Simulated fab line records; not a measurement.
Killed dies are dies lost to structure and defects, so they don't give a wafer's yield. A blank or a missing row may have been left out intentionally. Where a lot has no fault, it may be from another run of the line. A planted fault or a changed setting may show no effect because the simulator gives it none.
fab line records	flow sky130
record: lots: 24	wafers: 72	last-day: 50
route steps=708 shown METAL1@453 METAL2@489 METAL3@532 CAPM@540 CAP2M@603 PAD_OPEN@701
lots that met no fault: taken from a fault-free run of the same line
start-h: the number of hours between the record's first day and the start of the first shown wafer of the lot	wait-h: hours since the lot's step before	" repeats the value in the row above	L1.1+2: a row that stands for several wafers	- no value present, or no start provided	* or withheld: withheld	< > ~ a bound
route shown NAME@n: NAME is a module with steps in the file, n the number in the route of the first one	usual: mean/standard deviation taken from wafers without a fault	same: alike in all rows	chamber/n: place in a boat	sites: the reading at each site	_std_site: the values' standard deviation	_edge_site: outer sites' mean less inner sites'	radius-mm: how far each site lies from the wafer's centre	mask NAME#n: copy n	behind: the last tool/chamber to shape the wafer	hold: why the lot went on hold/how many hours it stayed there/how the hold came to an end	device: names the non-switching transistor (n, p or np)	end of line: the same wafers' tests at the end of the route	a step without rows: its recipe alone	killed: count of dies lost to structure and defects at first sort (not the wafer's yield)	map: the dies of a wafer, with x for killed, . for not killed, _ for no die there
set.NAME: the setting that was run; set.NAME@STEP: the one run at that earlier step	model.NAME: the simulator's own value behind a step, which no gauge read
steps of the route over a sample of lots; a table a step, a row a wafer
services: a tool's chamber out of use, with start hour (start-h, from the record's first day; less than 0 if before it), hours out, and reason
== steps ==
step: SKY_METAL1_METAL_ETCH_19
recipe: target-depth-a: 3600	stop-on: SiO2	over-etch-frac: 0.3	time-s: 78	chemistry: Cl2/BCl3	resist-sidewall-deg: 88	pressure-mtorr: 10	icp-w: 900	bias-w: 48.5	Cl2_flow_sccm: 60	bcl3-flow-sccm: 30
usual: chamber-pressure-mTorr: 10.001/0.012	drypump-motor-current-A: 5.9/0.43	oes-product-au: 0.852/0.006	throttle-valve-pct: 22.264/0.0096
lot.wafer	tool	chamber	start-h	wait-h	chamber-pressure-mTorr	drypump-motor-current-A	oes-product-au	rf-hours-counter-h	throttle-valve-pct
L074.1	rie-metal-03	1	760.78	0.0	9.996	6.2	0.851	11	22.268
L074.2	"	0	"	"	10.008	6.4	0.856	5	22.259
L074.6	"	1	"	"	10.002	6.2	0.853	-	22.255
L075.2	rie-metal-03	0	774.38	0.0	9.995	6.4	0.854	5	22.267
L075.3	"	1	"	"	9.992	6.2	0.844	-	22.249
L075.4	"	0	"	"	10.004	6.5	0.841	-	22.264
L076.4	rie-metal-01	1	782.77	0.1	10.010	6.0	0.852	-	22.260
L076.5	"	0	"	"	10.009	5.3	0.854	-	22.256
L076.6	"	1	"	"	9.995	6.1	0.845	-	22.267
L077.3	rie-metal-01	1	790.96	0.1	10.001	6.0	0.859	-	22.275
L077.4	"	0	"	"	10.006	5.3	0.851	-	22.267
L077.5	"	0	"	"	9.985	5.3	0.850	-	22.245
L078.3	rie-metal-03	0	799.06	0.1	10.004	6.4	0.850	-	22.281
L078.5	"	0	"	"	9.991	6.5	0.859	-	22.254
L078.6	"	1	"	"	10.001	6.1	0.857	-	22.262
L079.1	rie-metal-03	1	809.64	0.0	9.998	6.1	0.851	13	22.273
L079.4	"	0	"	"	10.007	6.4	0.844	-	22.254
L079.6	"	0	"	"	10.006	6.4	0.854	-	22.248
L080.1	rie-metal-03	1	819.23	0.0	10.013	6.1	0.849	13	22.256
L080.3	"	1	"	"	9.998	6.1	0.855	-	22.260
L080.5	"	1	"	"	10.004	6.1	0.858	-	22.247
L081.1	rie-metal-02	1	825.73	0.0	9.990	5.3	0.848	1	22.273
L081.2	"	0	"	"	9.992	5.9	0.843	5	22.270
L081.3	"	1	"	"	10.008	5.4	0.846	-	22.249
L082.1	rie-metal-03	0	834.13	0.0	9.998	6.5	0.866	7	22.257
L082.2	"	1	"	"	10.000	6.1	0.848	14	22.264
L082.3	"	1	"	"	9.996	6.1	0.861	-	22.256
L083.1	rie-metal-01	0	834.48	0.0	9.986	5.3	0.852	6	22.274
L083.4	"	1	"	"	10.016	6.0	0.856	-	22.258
L083.6	"	1	"	"	10.011	6.0	0.853	-	22.257
L084.1	rie-metal-01	1	849.28	0.0	9.996	6.0	0.856	16	22.255
L084.3	"	0	"	"	9.997	5.4	0.841	-	22.270
L084.4	"	1	"	"	9.982	6.0	0.862	-	22.262
L085.2	rie-metal-03	0	856.33	0.0	10.005	6.4	0.855	8	22.280
L085.3	"	0	"	"	9.987	6.4	0.848	-	22.285
L085.4	"	1	"	"	9.988	6.1	0.848	-	22.257
L086.3	rie-metal-02	0	860.27	0.1	10.004	5.9	0.870	-	22.284
L086.4	"	1	"	"	10.011	5.3	0.853	-	22.272
L086.6	"	0	"	"	10.000	5.9	0.852	-	22.284
L087.2	rie-metal-01	0	866.37	0.1	10.002	5.3	0.841	-	22.251
L087.3	"	0	"	"	10.003	5.4	0.847	-	22.252
L087.5	"	0	"	"	9.990	5.3	0.839	-	22.258
L088.3	rie-metal-01	0	870.78	0.2	9.991	5.4	0.856	-	22.259
L088.5	"	0	"	"	9.996	5.4	0.855	-	22.267
L088.6	"	0	"	"	10.020	5.4	0.844	-	22.264
L089.2	rie-metal-01	1	873.56	0.1	10.094	6.0	0.862	0	22.266
L089.5	"	0	"	"	9.992	5.3	0.854	-	22.275
L089.6	"	1	"	"	10.000	6.1	0.860	-	22.267
L090.2	rie-metal-01	1	891.93	0.0	10.005	6.0	0.848	1	22.262
L090.5	"	1	"	"	9.992	6.0	0.847	-	22.249
L090.6	"	0	"	"	10.003	5.3	0.853	-	22.277
L091.1	rie-metal-02	0	892.58	0.0	9.996	5.9	0.855	8	22.256
L091.4	"	1	"	"	10.000	5.3	0.852	-	22.270
L091.5	"	0	"	"	9.991	5.9	0.849	-	22.251
L092.1	rie-metal-02	0	902.48	0.0	10.008	6.0	0.848	9	22.265
L092.5	"	0	"	"	9.992	6.0	0.848	-	22.271
L092.6	"	1	"	"	10.010	5.3	0.857	-	22.281
L093.2	rie-metal-02	1	908.48	0.0	10.012	5.3	0.857	5	22.270
L093.3	"	1	"	"	10.010	5.3	0.851	-	22.259
L093.5	"	1	"	"	9.985	5.3	0.851	-	22.250
L094.3	rie-metal-03	1	916.96	0.1	10.003	6.1	0.860	-	22.274
L094.5	"	1	"	"	10.014	6.2	0.848	-	22.268
L094.6	"	0	"	"	9.996	6.4	0.860	-	22.255
L095.1	rie-metal-02	1	924.53	0.0	10.017	5.3	0.837	6	22.251
L095.2	"	0	"	"	10.001	6.0	0.853	10	22.252
L095.6	"	0	"	"	10.009	5.9	0.853	-	22.278
L096.1	rie-metal-03	0	937.42	0.1	9.998	6.4	0.845	12	22.265
L096.3	"	0	"	"	10.007	6.4	0.853	-	22.246
L096.5	"	0	"	"	9.999	6.4	0.846	-	22.259
L097.2	rie-metal-03	0	942.16	0.1	10.001	6.4	0.859	-	22.280
L097.3	"	0	"	"	9.991	6.4	0.858	-	22.262
L097.5	"	0	"	"	10.008	6.4	0.862	-	22.254
step: SKY_METAL2_THK_MEAS_06
recipe: thk-meas-gauge: xrf	reads: AlCu_of_METAL2_SPUTTER_02
usual: METAL2_ALCU_THK: 251/4
lot.wafer	tool	chamber	start-h	wait-h	METAL2_ALCU_THK[nm]
L074.1	film-metro-01	-	791.89	0.1	248
L074.2	"	-	"	"	249
L074.6	"	-	"	"	252
L075.2	film-metro-01	-	805.19	0.1	246
L075.3	"	-	"	"	251
L075.4	"	-	"	"	248
L076.4	film-metro-01	-	811.68	0.1	251
L076.5	"	-	"	"	255
L076.6	"	-	"	"	250
L077.3	film-metro-02	-	820.58	0.1	248
L077.4	"	-	"	"	248
L077.5	"	-	"	"	247
L078.3	film-metro-01	-	828.49	0.1	249
L078.5	"	-	"	"	251
L078.6	"	-	"	"	245
L079.1	film-metro-04	-	838.77	0.1	254
L079.4	"	-	"	"	254
L079.6	"	-	"	"	253
L080.1	film-metro-02	-	848.49	0.1	249
L080.3	"	-	"	"	245
L080.5	"	-	"	"	244
L081.1	film-metro-02	-	854.41	0.1	253
L081.2	"	-	"	"	253
L081.3	"	-	"	"	246
L082.1	film-metro-02	-	862.61	0.1	240
L082.2	"	-	"	"	247
L082.3	"	-	"	"	242
L083.1	film-metro-02	-	862.96	0.1	248
L083.4	"	-	"	"	256
L083.6	"	-	"	"	246
L084.1	film-metro-02	-	877.79	0.1	260
L084.3	"	-	"	"	253
L084.4	"	-	"	"	253
L085.2	film-metro-02	-	884.98	0.1	253
L085.3	"	-	"	"	248
L085.4	"	-	"	"	255
L086.3	film-metro-02	-	890.28	0.1	254
L086.4	"	-	"	"	254
L086.6	"	-	"	"	252
L087.2	film-metro-02	-	894.95	0.1	253
L087.3	"	-	"	"	247
L087.5	"	-	"	"	250
L088.3	film-metro-01	-	899.28	0.1	248
L088.5	"	-	"	"	251
L088.6	"	-	"	"	254
L089.2	film-metro-01	-	901.80	0.1	254
L089.5	"	-	"	"	259
L089.6	"	-	"	"	257
L090.2	film-metro-02	-	919.90	0.1	250
L090.5	"	-	"	"	246
L090.6	"	-	"	"	252
L091.1	film-metro-02	-	920.44	0.1	249
L091.4	"	-	"	"	250
L091.5	"	-	"	"	255
L092.1	film-metro-02	-	929.84	0.1	246
L092.5	"	-	"	"	248
L092.6	"	-	"	"	245
L093.2	film-metro-04	-	936.27	0.1	253
L093.3	"	-	"	"	248
L093.5	"	-	"	"	251
L094.3	film-metro-01	-	944.88	0.1	257
L094.5	"	-	"	"	259
L094.6	"	-	"	"	256
L095.1	film-metro-02	-	951.67	0.1	253
L095.2	"	-	"	"	249
L095.6	"	-	"	"	256
L096.1	film-metro-01	-	964.90	0.1	244
L096.3	"	-	"	"	250
L096.5	"	-	"	"	241
L097.2	film-metro-02	-	968.73	0.1	250
L097.3	"	-	"	"	251
L097.5	"	-	"	"	252
step: SKY_METAL3_SPUTTER_00
recipe: material: Ti	target-thk-nm: 15	power-w: 3000	time-s: 10	chamber-pressure-pa: 0.4
usual: cathode-dc-power-W: 3000.1/0.53	throttle-valve-pct: 29.8/1.3
lot.wafer	tool	chamber	start-h	wait-h	cathode-dc-power-W	throttle-valve-pct
L074.1	pvd-sputter-02	-	846.86	0.1	2999.9	29.8
L074.2	"	-	"	"	2999.2	27.3
L074.6	"	-	"	"	2999.7	29.8
L075.2	pvd-sputter-03	-	861.17	0.1	2999.4	29.6
L075.3	"	-	"	"	3001.5	31.7
L075.4	"	-	"	"	2999.8	32.4
L076.4	pvd-sputter-02	-	865.91	0.2	3000.6	30.0
L076.5	"	-	"	"	2999.9	31.1
L076.6	"	-	"	"	2999.6	27.3
L077.3	pvd-sputter-04	-	875.34	0.1	3000.2	27.6
L077.4	"	-	"	"	3001.0	28.5
L077.5	"	-	"	"	3000.2	27.5
L078.3	pvd-sputter-02	-	883.47	0.2	2999.8	31.1
L078.5	"	-	"	"	3000.1	29.8
L078.6	"	-	"	"	3000.1	29.5
L079.1	pvd-sputter-03	-	893.14	0.2	3000.1	29.4
L079.4	"	-	"	"	3000.8	32.3
L079.6	"	-	"	"	3000.1	29.5
L080.1	pvd-sputter-03	-	901.22	0.1	3000.5	32.2
L080.3	"	-	"	"	3000.2	29.6
L080.5	"	-	"	"	3000.7	29.8
L081.1	pvd-sputter-02	-	908.64	0.1	3000.2	31.1
L081.2	"	-	"	"	3000.6	29.7
L081.3	"	-	"	"	3000.6	29.4
L082.1	pvd-sputter-04	-	915.96	0.1	3000.4	29.9
L082.2	"	-	"	"	3000.2	28.9
L082.3	"	-	"	"	3001.3	28.0
L083.1	pvd-sputter-03	-	917.39	0.2	2999.6	29.8
L083.4	"	-	"	"	3000.7	32.2
L083.6	"	-	"	"	3000.5	32.2
L084.1	pvd-sputter-02	-	930.08	0.2	2999.9	27.7
L084.3	"	-	"	"	2999.4	30.6
L084.4	"	-	"	"	3000.8	29.3
L085.2	pvd-sputter-04	-	937.69	0.1	3000.4	27.8
L085.3	"	-	"	"	2999.7	29.2
L085.4	"	-	"	"	3000.5	28.9
L086.3	pvd-sputter-02	-	942.62	0.1	3000.2	30.9
L086.4	"	-	"	"	3000.0	27.4
L086.6	"	-	"	"	3000.8	29.9
L087.2	pvd-sputter-02	-	947.67	0.1	2999.9	29.9
L087.3	"	-	"	"	2999.6	27.4
L087.5	"	-	"	"	3000.3	29.4
L088.3	pvd-sputter-04	-	951.12	0.2	2999.9	29.1
L088.5	"	-	"	"	2999.6	29.3
L088.6	"	-	"	"	3000.4	28.8
L089.2	pvd-sputter-04	-	953.79	0.1	2999.4	29.1
L089.5	"	-	"	"	3000.7	29.1
L089.6	"	-	"	"	3000.1	28.8
L090.2	pvd-sputter-02	-	970.35	0.1	3000.6	31.0
L090.5	"	-	"	"	3000.9	29.7
L090.6	"	-	"	"	2999.5	30.8
L091.1	pvd-sputter-03	-	971.51	0.1	2999.7	32.4
L091.4	"	-	"	"	3000.2	31.4
L091.5	"	-	"	"	2999.7	29.9
L092.1	pvd-sputter-03	-	981.13	0.1	2999.0	31.0
L092.5	"	-	"	"	3001.1	29.6
L092.6	"	-	"	"	2999.0	29.5
L093.2	pvd-sputter-02	-	987.37	0.1	3000.1	30.8
L093.3	"	-	"	"	3000.3	27.5
L093.5	"	-	"	"	3000.1	31.2
L094.3	pvd-sputter-04	-	996.30	0.2	3000.1	28.9
L094.5	"	-	"	"	3000.4	27.4
L094.6	"	-	"	"	3000.0	29.0
L095.1	pvd-sputter-03	-	1002.15	0.2	2999.3	32.3
L095.2	"	-	"	"	3001.2	29.6
L095.6	"	-	"	"	3000.6	31.4
L096.1	pvd-sputter-03	-	1014.75	0.2	2999.4	32.3
L096.3	"	-	"	"	2999.3	30.0
L096.5	"	-	"	"	3000.0	29.7
L097.2	pvd-sputter-04	-	1018.56	0.2	3000.4	28.6
L097.3	"	-	"	"	3000.6	29.9
L097.5	"	-	"	"	3000.2	29.1
step: SKY_CAPM_RS_MEAS_03
recipe: thk-meas-gauge: four-point-probe	reads: TiN_of_CAPM_SPUTTER_02
usual: CAPM_TIN_RS: 7.01/0.094
lot.wafer	tool	chamber	start-h	wait-h	CAPM_TIN_RS[ohm/sq]
L074.1	film-metro-03	-	847.21	0.1	7.13
L074.2	"	-	"	"	7.04
L074.6	"	-	"	"	7.17
L075.2	film-metro-02	-	861.53	0.1	6.96
L075.3	"	-	"	"	7.00
L075.4	"	-	"	"	6.93
L076.4	film-metro-02	-	866.32	0.1	6.97
L076.5	"	-	"	"	7.04
L076.6	"	-	"	"	6.93
L077.3	film-metro-03	-	875.73	0.1	6.91
L077.4	"	-	"	"	7.01
L077.5	"	-	"	"	6.91
L078.3	film-metro-04	-	883.86	0.1	7.04
L078.5	"	-	"	"	7.01
L078.6	"	-	"	"	7.12
L079.1	film-metro-03	-	893.49	0.1	6.90
L079.4	"	-	"	"	6.93
L079.6	"	-	"	"	7.06
L080.1	film-metro-04	-	901.57	0.1	7.08
L080.3	"	-	"	"	7.01
L080.5	"	-	"	"	6.99
L081.1	film-metro-04	-	908.99	0.1	7.13
L081.2	"	-	"	"	7.06
L081.3	"	-	"	"	7.04
L082.1	film-metro-02	-	916.30	0.1	7.06
L082.2	"	-	"	"	6.94
L082.3	"	-	"	"	6.92
L083.1	film-metro-04	-	917.73	0.1	6.93
L083.4	"	-	"	"	7.02
L083.6	"	-	"	"	6.96
L084.1	film-metro-04	-	930.42	0.1	7.17
L084.3	"	-	"	"	7.16
L084.4	"	-	"	"	7.04
L085.2	film-metro-04	-	938.05	0.1	7.00
L085.3	"	-	"	"	6.91
L085.4	"	-	"	"	7.00
L086.3	film-metro-02	-	943.00	0.1	6.95
L086.4	"	-	"	"	6.93
L086.6	"	-	"	"	7.07
L087.2	film-metro-02	-	948.03	0.1	6.99
L087.3	"	-	"	"	7.10
L087.5	"	-	"	"	7.13
L088.3	film-metro-03	-	951.50	0.1	7.01
L088.5	"	-	"	"	7.05
L088.6	"	-	"	"	6.93
L089.2	film-metro-02	-	954.16	0.1	6.88
L089.5	"	-	"	"	6.93
L089.6	"	-	"	"	7.01
L090.2	film-metro-02	-	970.72	0.1	7.02
L090.5	"	-	"	"	7.12
L090.6	"	-	"	"	6.97
L091.1	film-metro-02	-	971.85	0.1	6.95
L091.4	"	-	"	"	6.85
L091.5	"	-	"	"	6.90
L092.1	film-metro-04	-	981.48	0.1	7.06
L092.5	"	-	"	"	7.05
L092.6	"	-	"	"	7.03
L093.2	film-metro-02	-	987.73	0.1	7.00
L093.3	"	-	"	"	7.06
L093.5	"	-	"	"	7.07
L094.3	film-metro-03	-	996.69	0.1	6.97
L094.5	"	-	"	"	7.06
L094.6	"	-	"	"	6.92
L095.1	film-metro-04	-	1002.50	0.1	6.91
L095.2	"	-	"	"	6.89
L095.6	"	-	"	"	6.86
L096.1	film-metro-03	-	1015.09	0.1	7.00
L096.3	"	-	"	"	6.84
L096.5	"	-	"	"	6.90
L097.2	film-metro-04	-	1018.93	0.1	7.16
L097.3	"	-	"	"	7.20
L097.5	"	-	"	"	7.02
step: SKY_CAP2M_CVD_00
recipe: material: SiO2	target-thk-nm: 15.5	temp-c: 400	time-s: withheld	rf-w: 450
usual: heater-power-w: 748/99	susceptor-temp-C: 399.99/0.24
lot.wafer	tool	chamber	start-h	wait-h	heater-power-w	susceptor-temp-C
L074.1	pecvd-01	0	926.60	0.0	738	400.30
L074.2	"	1	"	"	688	400.32
L074.6	"	2	"	"	826	399.91
L075.2	pecvd-02	1	940.72	0.0	614	400.17
L075.3	"	0	"	"	623	400.37
L075.4	"	0	"	"	624	399.79
L076.4	pecvd-04	2	948.06	0.0	589	399.98
L076.5	"	1	"	"	707	400.09
L076.6	"	0	"	"	960	399.97
L077.3	pecvd-04	0	952.91	0.0	1071	399.88
L077.4	"	2	"	"	671	399.88
L077.5	"	2	"	"	667	399.94
L078.3	pecvd-01	1	962.30	0.0	704	399.80
L078.5	"	1	"	"	719	400.08
L078.6	"	2	"	"	852	399.95
L079.1	pecvd-02	1	970.80	0.0	684	399.93
L079.4	"	1	"	"	692	399.67
L079.6	"	2	"	"	722	400.48
L080.1	pecvd-04	1	979.03	0.0	814	399.92
L080.3	"	2	"	"	630	400.01
L080.5	"	2	"	"	646	400.22
L081.1	pecvd-04	0	985.84	0.0	989	400.30
L081.2	"	1	"	"	822	399.94
L081.3	"	2	"	"	678	400.12
L082.1	pecvd-02	1	991.59	0.0	686	399.90
L082.2	"	0	"	"	732	400.08
L082.3	"	2	"	"	737	400.31
L083.1	pecvd-04	0	993.70	0.0	960	400.27
L083.4	"	1	"	"	788	399.72
L083.6	"	2	"	"	682	399.50
L084.1	pecvd-02	0	1006.25	0.0	704	400.00
L084.3	"	2	"	"	758	400.45
L084.4	"	1	"	"	718	400.02
L085.2	pecvd-02	1	1014.25	0.0	652	400.15
L085.3	"	0	"	"	588	400.02
L085.4	"	1	"	"	635	400.47
L086.3	pecvd-01	1	1016.88	0.0	776	400.28
L086.4	"	1	"	"	782	400.13
L086.6	"	0	"	"	755	399.86
L087.2	pecvd-01	1	1022.37	0.0	708	399.89
L087.3	"	0	"	"	642	400.07
L087.5	"	1	"	"	709	399.76
L088.3	pecvd-01	1	1025.77	0.0	642	400.41
L088.5	"	1	"	"	648	400.59
L088.6	"	0	"	"	756	399.94
L089.2	pecvd-01	0	1028.86	0.0	634	399.99
L089.5	"	2	"	"	839	399.60
L089.6	"	0	"	"	642	399.82
L090.2	pecvd-02	1	1045.10	0.0	684	399.60
L090.5	"	2	"	"	783	399.74
L090.6	"	1	"	"	690	399.32
L091.1	pecvd-04	1	1045.40	0.0	776	400.27
L091.4	"	0	"	"	979	399.78
L091.5	"	2	"	"	690	400.17
L092.1	pecvd-02	0	1054.00	0.0	678	400.43
L092.5	"	1	"	"	651	399.89
L092.6	"	0	"	"	697	400.11
L093.2	pecvd-01	2	1059.72	0.0	848	400.17
L093.3	"	2	"	"	837	399.94
L093.5	"	0	"	"	785	399.92
L094.3	pecvd-01	2	1067.44	0.0	825	399.65
L094.5	"	0	"	"	678	400.04
L094.6	"	1	"	"	717	400.05
L095.1	pecvd-01	0	1074.04	0.0	712	399.66
L095.2	"	1	"	"	795	400.11
L095.6	"	1	"	"	771	400.49
L096.1	pecvd-01	1	1084.61	0.0	782	400.21
L096.3	"	2	"	"	826	400.06
L096.5	"	1	"	"	803	400.05
L097.2	pecvd-01	1	1088.21	0.0	738	399.73
L097.3	"	2	"	"	730	400.03
L097.5	"	1	"	"	762	400.09
step: SKY_PAD_OPEN_ETCH_07
recipe: chemistry: CF4/O2	target-depth-nm: 725	stop-on: AlCu	source-w: 800	bias-w: 150	pressure-mtorr: 150	cf4-flow-sccm: 80	O2_flow_sccm: 10	time-s: 161.1
usual: chamber-pressure-mTorr: 150.03/0.14	drypump-motor-current-A: 5.7/0.38	oes-product-au: 0.979/0.0075	throttle-valve-pct: 5.965/0.0097
lot.wafer	tool	chamber	start-h	wait-h	chamber-pressure-mTorr	drypump-motor-current-A	oes-product-au	rf-hours-counter-h	throttle-valve-pct
L074.1	rie-diel-04	3	1071.99	-	150.14	5.3	0.985	16	5.971
L074.2	"	2	"	"	150.09	5.1	0.975	28	5.960
L074.6	"	3	"	"	150.14	5.3	0.980	-	5.977
L075.2	rie-diel-03	1	1081.79	-	150.21	5.6	0.991	14	5.950
L075.3	"	3	"	"	150.08	5.4	0.969	16	5.965
L075.4	"	2	"	"	150.09	6.0	0.991	12	5.966
L076.4	rie-diel-03	3	1088.48	-	149.99	5.4	0.989	17	5.974
L076.5	"	2	"	"	149.86	6.0	0.985	-	5.961
L076.6	"	1	"	"	149.99	5.6	0.981	-	5.994
L077.3	rie-diel-01	3	1093.99	-	150.08	5.8	0.970	23	5.959
L077.4	"	2	"	"	150.03	5.4	0.989	21	5.968
L077.5	"	3	"	"	149.89	5.8	0.989	-	5.955
L078.3	rie-diel-04	0	1100.98	-	150.14	5.9	0.983	6	5.966
L078.5	"	3	"	"	150.06	5.3	0.993	-	5.972
L078.6	"	2	"	"	150.14	5.2	0.988	-	5.971
L079.1	rie-diel-01	2	1108.24	-	149.92	5.4	0.974	22	5.948
L079.4	"	3	"	"	150.13	5.8	0.979	23	5.960
L079.6	"	0	"	"	150.22	6.2	0.971	-	5.958
L080.1	rie-diel-03	3	1117.08	-	150.11	5.4	0.974	18	5.961
L080.3	"	1	"	"	150.01	5.6	0.980	15	5.965
L080.5	"	1	"	"	149.97	5.6	0.979	-	5.939
L081.1	rie-diel-04	0	1120.58	-	149.96	6.0	0.978	7	5.962
L081.2	"	2	"	"	149.91	5.1	0.977	29	5.958
L081.3	"	1	"	"	149.98	4.9	0.984	22	5.954
L082.1	rie-diel-04	3	1124.73	-	149.66	5.3	0.967	17	5.964
L082.2	"	2	"	"	149.99	5.2	0.974	29	5.969
L082.3	"	1	"	"	150.04	4.9	0.983	22	5.968
L083.1	rie-diel-01	1	1127.34	-	149.77	5.8	0.969	23	5.975
L083.4	"	0	"	"	150.08	6.2	0.973	13	5.965
L083.6	"	3	"	"	149.84	5.8	0.981	-	5.966
L084.1	rie-diel-04	2	1137.68	-	149.83	5.2	0.972	30	5.959
L084.3	"	1	"	"	150.11	4.9	0.984	22	5.941
L084.4	"	3	"	"	149.96	5.3	0.983	18	5.953
L085.2	rie-diel-01	0	1143.23	-	150.08	6.2	0.970	14	5.971
L085.3	"	3	"	"	150.12	5.8	0.975	25	5.963
L085.4	"	2	"	"	150.02	5.4	0.973	23	5.949
L086.3	rie-diel-04	3	1146.23	-	150.26	5.3	0.969	18	5.958
L086.4	"	2	"	"	150.11	5.2	0.977	30	5.968
L086.6	"	0	"	"	150.10	5.9	0.985	-	5.979
L087.2	rie-diel-04	2	1148.94	-	150.02	5.2	0.966	30	5.961
L087.3	"	3	"	"	150.06	5.3	0.976	18	5.970
L087.5	"	2	"	"	150.11	5.2	0.972	-	5.955
L088.3	rie-diel-03	2	1155.29	-	150.16	6.0	0.977	16	5.977
L088.5	"	1	"	"	150.08	5.6	0.997	-	5.975
L088.6	"	2	"	"	149.93	6.0	0.986	-	5.963
L089.2	rie-diel-03	2	1156.38	-	150.07	6.0	0.978	16	5.979
L089.5	"	3	"	"	150.05	5.4	0.984	-	5.964
L089.6	"	2	"	"	150.00	6.0	0.993	-	5.969
L090.2	rie-diel-01	2	1168.28	-	149.82	5.4	0.983	24	5.970
L090.5	"	2	"	"	150.17	5.4	0.981	-	5.966
L090.6	"	1	"	"	149.69	5.7	0.975	-	5.963
L091.1	rie-diel-03	3	1168.63	-	149.99	5.4	0.976	20	5.960
L091.4	"	0	"	"	150.01	6.2	0.991	13	5.953
L091.5	"	2	"	"	150.04	6.0	0.990	-	5.982
L092.1	rie-diel-01	3	1175.14	-	150.03	5.9	0.985	26	5.967
L092.5	"	0	"	"	150.05	6.2	0.975	-	5.965
L092.6	"	3	"	"	149.94	5.8	0.974	-	5.960
L093.2	rie-diel-01	1	1179.98	-	149.87	5.7	0.966	25	5.965
L093.3	"	3	"	"	150.00	5.8	0.973	26	5.964
L093.5	"	0	"	"	150.09	6.2	0.973	-	5.973
L094.3	rie-diel-03	3	1184.89	-	150.05	5.4	0.991	21	5.974
L094.5	"	0	"	"	150.06	6.2	0.995	-	5.957
L094.6	"	1	"	"	150.07	5.6	0.997	-	5.986
L095.1	rie-diel-01	1	1189.84	-	150.02	5.7	0.968	26	5.980
L095.2	"	0	"	"	149.99	6.2	0.977	15	5.962
L095.6	"	3	"	"	149.98	5.8	0.983	-	5.970
L096.1	rie-diel-01	2	1199.28	-	149.82	5.4	0.979	25	5.964
L096.3	"	0	"	"	150.13	6.2	0.969	16	5.956
L096.5	"	1	"	"	149.93	5.7	0.972	-	5.956
L097.2	rie-diel-03	3	1201.08	-	149.77	5.4	0.967	21	5.966
L097.3	"	1	"	"	150.17	5.6	0.971	19	5.963
L097.5	"	2	"	"	150.10	6.0	0.979	-	5.965
== services ==
tool	chamber	start-h	hours	kind
rie-diel-01	2	749.32	10.4	repair
pvd-sputter-02	-	750.97	4.7	repair
pecvd-01	-	753.96	0.4	repair
pecvd-01	-	759.04	0.3	repair
rie-diel-01	-	759.41	0.7	repair
rie-diel-01	2	759.84	1.7	repair
pvd-sputter-02	-	761.26	8.3	repair
pecvd-01	1	762.90	9.0	repair
rie-diel-01	1	767.06	5.5	repair
rie-diel-01	-	803.53	0.2	repair
pecvd-01	-	880.56	0.5	repair
pvd-sputter-02	-	887.76	7.1	repair
rie-diel-01	2	899.05	6.9	repair
rie-diel-01	1	906.12	6.2	repair
pvd-sputter-02	-	943.68	0.5	repair
pecvd-01	-	974.17	16.3	repair
rie-metal-03	0	975.18	21.3	repair
rie-metal-03	-	1002.87	0.5	repair
pecvd-01	2	1023.14	4.7	repair
rie-metal-03	-	1037.16	14.6	pm
rie-metal-03	-	1070.57	1.8	repair
pecvd-01	-	1075.55	2.8	pm
pecvd-01	2	1151.27	16.2	repair
pecvd-01	-	1154.21	1.1	repair
== key ==
fault none
